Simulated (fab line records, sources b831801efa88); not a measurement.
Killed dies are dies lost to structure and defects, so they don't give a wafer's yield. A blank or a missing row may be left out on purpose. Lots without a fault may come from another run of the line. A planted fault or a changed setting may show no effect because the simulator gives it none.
fab line records | flow gf180mcu | part 2 of 2: steps 26 to 33 of 33
record lots=5 wafers=15 last_day=34
route steps=602 shown M5@537 V5@540 TOP_METAL@567
lots that met no fault: from a run of the same line without faults
start_h: hours from the record's first day to the start of the lot's first wafer shown | wait_h: hours since the lot's step before | " the same as in the row above | L1.1+2: a row that stands for several wafers | - no value, or no start given | * or withheld: withheld | < > ~ a bound
route shown NAME@n: a module of which the file shows steps, and the number in the route of the first | usual: mean/standard deviation of fault-free wafers | same: alike in all rows | chamber/n: place in a boat | sites: the reading at each site | _std_site: their standard deviation | _edge_site: outer sites' mean less inner sites' | radius_mm: how far each site lies from the wafer's centre | mask NAME#n: copy n | behind: the tool/chamber that last shaped the wafer | hold: why the lot was held/for how many hours/how that ended | device: the transistor (n, p or np) that didn't switch | end of line: the same wafers' tests at the end of the route | a step without rows: its recipe alone | killed: dies lost to structure and defects at the first sort, not the wafer's yield | map: a wafer's dies, x killed, . not, _ none there
set.NAME: the setting as run; set.NAME@STEP: as run at that earlier step | model.NAME: the simulator's own value behind a step, which no gauge read
lots at some steps of the route; a table a step, a row a wafer
services: from which hour (start_h, from the record's first day; less than 0 if before it) a tool's chamber was out of use, for how many hours, and why
## steps
# step GF_V5_SPUTTER_22
# recipe material=TiN target_thk_nm=10 chamber_pressure_pa=5 power_w=4000 time_s=40
# usual throttle_valve_pct=29.8/1
# same time_s=40
# columns lot.wafer tool chamber start_h wait_h throttle_valve_pct
L074.1 pvd_sputter-02 - 631.88 0.0 32.2
L074.2 " - " " 29.1
L074.3 " - " " 30.0
L076.3 pvd_sputter-01 - 655.92 0.0 30.5
L076.4 " - " " 28.5
L076.5 " - " " 28.7
L079.1 pvd_sputter-01 - 674.40 0.0 30.6
L079.3 " - " " 29.0
L079.6 " - " " 29.3
L083.2 pvd_sputter-01 - 711.02 0.0 29.5
L083.5 " - " " 28.4
L083.6 " - " " 29.1
L094.1 pvd_sputter-04 - 771.44 0.0 29.8
L094.3 " - " " 30.8
L094.6 " - " " 29.8
# step GF_V5_CVD_23
# recipe material=W target_thk_nm=350 time_s=104.9 temp_c=400 pressure_torr=40
# usual heater_power_w=881/35
# same time_s=104.9
# columns lot.wafer tool chamber start_h wait_h heater_power_w
L074.1 cvd_w-02 0 631.92 0.0 891
L074.2 " 1 " " 939
L074.3 " 1 " " 883
L076.3 cvd_w-01 1 656.00 0.1 872
L076.4 " 0 " " 815
L076.5 " 0 " " 833
L079.1 cvd_w-02 1 674.44 0.0 908
L079.3 " 1 " " 932
L079.6 " 1 " " 928
L083.2 cvd_w-02 1 711.06 0.0 919
L083.5 " 1 " " 899
L083.6 " 0 " " 896
L094.1 cvd_w-01 1 771.48 0.0 854
L094.3 " 1 " " 903
L094.6 " 0 " " 820
# step GF_V5_RS_MEAS_24
# recipe thk_meas_gauge=four-point-probe reads=W_of_V5_CVD_23+TiN_of_V5_SPUTTER_22+Ti_of_V5_SPUTTER_21
# usual V5_W_RS=0.326/0.0035
# columns lot.wafer tool chamber start_h wait_h V5_W_RS[ohm/sq]
L074.1 film_metro-02 - 632.03 0.1 0.332
L074.2 " - " " 0.327
L074.3 " - " " 0.324
L076.3 film_metro-04 - 656.18 0.1 0.330
L076.4 " - " " 0.330
L076.5 " - " " 0.327
L079.1 film_metro-04 - 674.55 0.1 0.326
L079.3 " - " " 0.323
L079.6 " - " " 0.324
L083.2 film_metro-02 - 711.19 0.1 0.329
L083.5 " - " " 0.326
L083.6 " - " " 0.331
L094.1 film_metro-04 - 771.59 0.1 0.324
L094.3 " - " " 0.324
L094.6 " - " " 0.322
# step GF_V5_THK_MEAS_25
# recipe thk_meas_gauge=xrf reads=W_of_V5_CVD_23
# usual V5_W_THK=350/5.4
# columns lot.wafer tool chamber start_h wait_h V5_W_THK[nm]
L074.1 film_metro-02 - 632.15 0.1 343
L074.2 " - " " 350
L074.3 " - " " 355
L076.3 film_metro-04 - 656.28 0.1 345
L076.4 " - " " 344
L076.5 " - " " 346
L079.1 film_metro-04 - 674.67 0.1 353
L079.3 " - " " 356
L079.6 " - " " 357
L083.2 film_metro-02 - 711.30 0.1 344
L083.5 " - " " 346
L083.6 " - " " 341
L094.1 film_metro-04 - 771.71 0.1 358
L094.3 " - " " 358
L094.6 " - " " 361
# step GF_V5_CMP_26
# recipe stop_on=SiO2 down_force_psi=3.5 platen_rpm=60 t_overpolish_s=15 target_thk_nm=0 pad_velocity_m_s=0.94248
# usual head_pressure_psi=3.501/0.0066 motor_current_A=11.1/0.67 overpolish_run_s=15.000/0.0084 slurry_flow_ml_min=150.0/0.47 time_to_endpoint_s=85.2/2.9
# same t_overpolish_s=15
# columns lot.wafer tool chamber start_h wait_h head_pressure_psi motor_current_A overpolish_run_s slurry_flow_ml_min time_to_endpoint_s
L074.2 cmp-01 3 632.26 0.1 3.494 10.7 15.008 150.1 85.1
L074.3 " 0 " " 3.510 10.6 14.992 150.4 86.2
L074.1 " 1 " " 3.501 11.1 14.983 149.7 86.0
L076.4 cmp-01 3 656.32 0.0 3.494 10.6 14.984 149.5 89.3
L076.3 " 1 " " 3.495 10.5 15.008 149.8 92.9
L076.5 " 0 " " 3.504 10.4 14.999 150.3 89.6
L079.3 cmp-01 2 674.78 0.1 3.503 11.9 14.999 150.6 82.9
L079.1 " 3 " " 3.502 10.8 14.997 150.3 84.1
L079.6 " 1 " " 3.499 11.2 14.992 150.8 84.9
L083.2 cmp-02 1 711.45 0.1 3.492 11.1 15.017 150.5 86.8
L083.6 " 3 " " 3.501 10.2 15.015 149.8 81.8
L083.5 " 0 " " 3.496 12.6 15.007 149.8 83.7
L094.3 cmp-02 3 771.77 0.0 3.506 10.4 15.006 150.1 83.6
L094.1 " 2 " " 3.495 11.4 15.007 148.9 86.7
L094.6 " 3 " " 3.493 10.4 14.996 149.7 84.5
# step GF_TOP_METAL_SPUTTER_00
# recipe material=Ti target_thk_nm=37.5 arriving_ion_energy_ev=80 substrate_temp_c=200 chamber_pressure_pa=2 power_w=4000 time_s=150
# usual substrate_temp_c=200.00/0.16 throttle_valve_pct=30.2/1
# same time_s=150
# columns lot.wafer tool chamber start_h wait_h substrate_temp_c throttle_valve_pct
L074.1 pvd_sputter-04 - 632.51 0.1 199.79 29.8
L074.2 " - " " 200.11 30.3
L074.3 " - " " 200.19 30.6
L076.3 pvd_sputter-04 - 656.62 0.1 200.08 29.6
L076.4 " - " " 200.20 30.5
L076.5 " - " " 199.81 30.7
L079.1 pvd_sputter-04 - 675.03 0.1 200.02 30.8
L079.3 " - " " 200.00 29.9
L079.6 " - " " 199.91 29.6
L083.2 pvd_sputter-03 - 711.65 0.1 199.81 28.3
L083.5 " - " " 200.17 28.4
L083.6 " - " " 199.94 31.1
L094.1 pvd_sputter-04 - 772.07 0.1 199.99 30.7
L094.3 " - " " 199.76 30.7
L094.6 " - " " 200.00 30.0
# step GF_TOP_METAL_SPUTTER_01
# recipe material=TiN target_thk_nm=30 power_w=6500 time_s=25 chamber_pressure_pa=0.4
# usual throttle_valve_pct=30.2/1
# same time_s=25
# columns lot.wafer tool chamber start_h wait_h throttle_valve_pct
L074.1 pvd_sputter-04 - 632.61 0.1 29.9
L074.2 " - " " 30.3
L074.3 " - " " 30.9
L076.3 pvd_sputter-04 - 656.72 0.1 29.8
L076.4 " - " " 30.5
L076.5 " - " " 30.9
L079.1 pvd_sputter-04 - 675.13 0.1 31.0
L079.3 " - " " 29.7
L079.6 " - " " 29.7
L083.2 pvd_sputter-03 - 711.75 0.1 28.3
L083.5 " - " " 28.4
L083.6 " - " " 30.9
L094.1 pvd_sputter-04 - 772.17 0.1 30.7
L094.3 " - " " 30.2
L094.6 " - " " 29.9
# step GF_TOP_METAL_SPUTTER_02
# recipe material=AlCu target_thk_nm=900 power_w=10600 chamber_pressure_pa=0.3 substrate_temp_c=250 gas=Ar time_s=47.82
# usual substrate_temp_c=249.97/0.18 throttle_valve_pct=30.2/1
# same time_s=47.82
# columns lot.wafer tool chamber start_h wait_h substrate_temp_c throttle_valve_pct
L074.1 pvd_sputter-04 - 632.64 0.0 249.70 29.4
L074.2 " - " " 250.18 30.4
L074.3 " - " " 249.87 30.8
L076.3 pvd_sputter-04 - 656.76 0.0 250.03 30.0
L076.4 " - " " 250.13 30.6
L076.5 " - " " 249.82 30.6
L079.1 pvd_sputter-04 - 675.16 0.0 249.97 31.0
L079.3 " - " " 250.14 29.8
L079.6 " - " " 250.21 29.6
L083.2 pvd_sputter-03 - 711.78 0.0 249.82 28.3
L083.5 " - " " 249.74 28.4
L083.6 " - " " 250.15 31.0
L094.1 pvd_sputter-04 - 772.20 0.0 250.02 30.9
L094.3 " - " " 249.84 30.5
L094.6 " - " " 249.58 30.1
## services
# columns tool chamber start_h hours kind
rie_diel-04 1 585.07 2.0 repair
cvd_w-02 - 592.60 14.6 pm
wet_bench-04 - 613.87 3.0 repair
krf_scanner-02 - 617.17 0.8 pm
rie_diel-02 0 618.29 1.4 repair
cmp-02 - 624.14 0.8 repair
krf_scanner-02 - 654.99 1.0 pm
wet_bench-04 - 658.38 0.9 repair
cmp-02 - 659.94 5.9 pm
rie_diel-02 1 660.34 3.3 repair
cmp-02 - 665.99 0.2 repair
cmp-02 - 666.08 0.9 repair
wet_bench-03 - 671.70 1.7 repair
pvd_sputter-01 - 694.41 2.4 repair
plasma_asher-04 - 712.15 2.8 pm
hdpcvd-01 - 727.16 2.8 pm
krf_scanner-02 - 731.69 1.1 repair
rie_diel-02 3 733.14 18.1 repair
cmp-02 - 744.90 4.0 pm
cmp-01 - 751.97 0.8 repair
rie_diel-02 3 752.23 7.6 repair
krf_scanner-02 - 756.49 1.3 pm
rie_diel-02 1 757.16 5.8 repair
pvd_sputter-03 - 765.30 3.1 repair
